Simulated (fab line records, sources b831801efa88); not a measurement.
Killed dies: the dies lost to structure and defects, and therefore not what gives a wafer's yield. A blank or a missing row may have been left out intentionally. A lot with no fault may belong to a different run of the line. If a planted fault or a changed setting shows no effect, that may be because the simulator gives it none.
8D (eight disciplines) problem report, filled in by code + flow sky130 + the parts of the form that need people (team, actions taken, sign-off) are left out

== 1. WHAT IS WRONG ==
Mean of developer-temp-C at SKY_METAL3_DEVELOP_12: 21.67 C across 9 wafers in 3 lots; on wafers with no fault it is 21.00 C (standard deviation 0.1). Relative to the usual mean, that is a shift of +6.7 standard deviations.
The step: develop time 60 s.
Earliest sighting: wafer L344.1 on litho-track-03 at day 42 07:00. The record has a number at this step for 39 wafers belonging to 13 lots. Rule for "out" (also "out of limits"): further than 4 standard deviations from the usual mean. The rest of the wafers with a number are treated as sound.

== 2. WHAT IT IS AND WHAT IT IS NOT ==
| question                    | is                     | is not                                                                          |
|-----------------------------|------------------------|---------------------------------------------------------------------------------|
| which readings at this step | developer-temp-C       | -                                                                               |
| which lots                  | L344, L345, L347       | L331, L332, L333, L334, L336, L337, L343, L348, L351, L352                      |
| which wafers of those lots  | all that have a number | -                                                                               |
| read on which tools         | litho-track-03         | litho-track-01, litho-track-04                                                  |
| when                        | from day 42 07:00      | up to then (21 sound wafers); but 9 sound wafers of L348, L351, L352 came after |

== 3. WHAT RULES OUT EACH SUSPECT ==
Counting: any tool at a process step up to the reading is kept as a suspect provided that every lot that is out went through it and no sound lot did after the first of them.
- pvd-sputter-01 at SKY_METAL3_SPUTTER_00 (material Ti, target thk 15 nm, time 10 s): ruled out as a lasting fault. After its first lot that is out, L344 (day 40 07:58), sound lots L351 ran on it.
- litho-track-03 at SKY_METAL3_DEVELOP_12 (develop time 60 s): kept. All lots that are out passed through it, beginning with L344 at day 42 07:00, and no sound lot followed; its final sound lot before that point was L336 at day 39 21:00. Its own readings are out on those wafers: developer-temp-C.
Left after counting: litho-track-03 at SKY_METAL3_DEVELOP_12.

== 4. THE CAUSE (what the simulator had put in) ==
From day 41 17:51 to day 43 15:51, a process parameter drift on litho-track-03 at SKY_METAL3_DEVELOP_12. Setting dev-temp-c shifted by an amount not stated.
This tool alone remained once counting was done.

== 5. SEQUENCE OF EFFECTS, ordered by route ==
Each row: a reading where the mean over the struck wafers with a number is more than 3 standard deviations away from the usual. Only readings for which the record gives a usual standard deviation are gone through. hours: the time from each lot's start at the first step in this table that gives one to its start at this step, as a median over the lots. sigmas: the change in usual standard deviations.
| hours | step                  | reading          | usual   | on struck wafers | change | sigmas |
|-------|-----------------------|------------------|---------|------------------|--------|--------|
| 0     | SKY_METAL3_DEVELOP_12 | developer-temp-C | 21.00 C | 21.67            | +0.67  | +6.7   |
Its process steps:
- SKY_METAL3_DEVELOP_12: develop time 60 s.

== 6. WHAT WOULD HAVE CAUGHT IT SOONER ==
13 hours passed between the start of the fault at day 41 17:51 and the first reading out of limits in this record, taken at day 42 07:00.
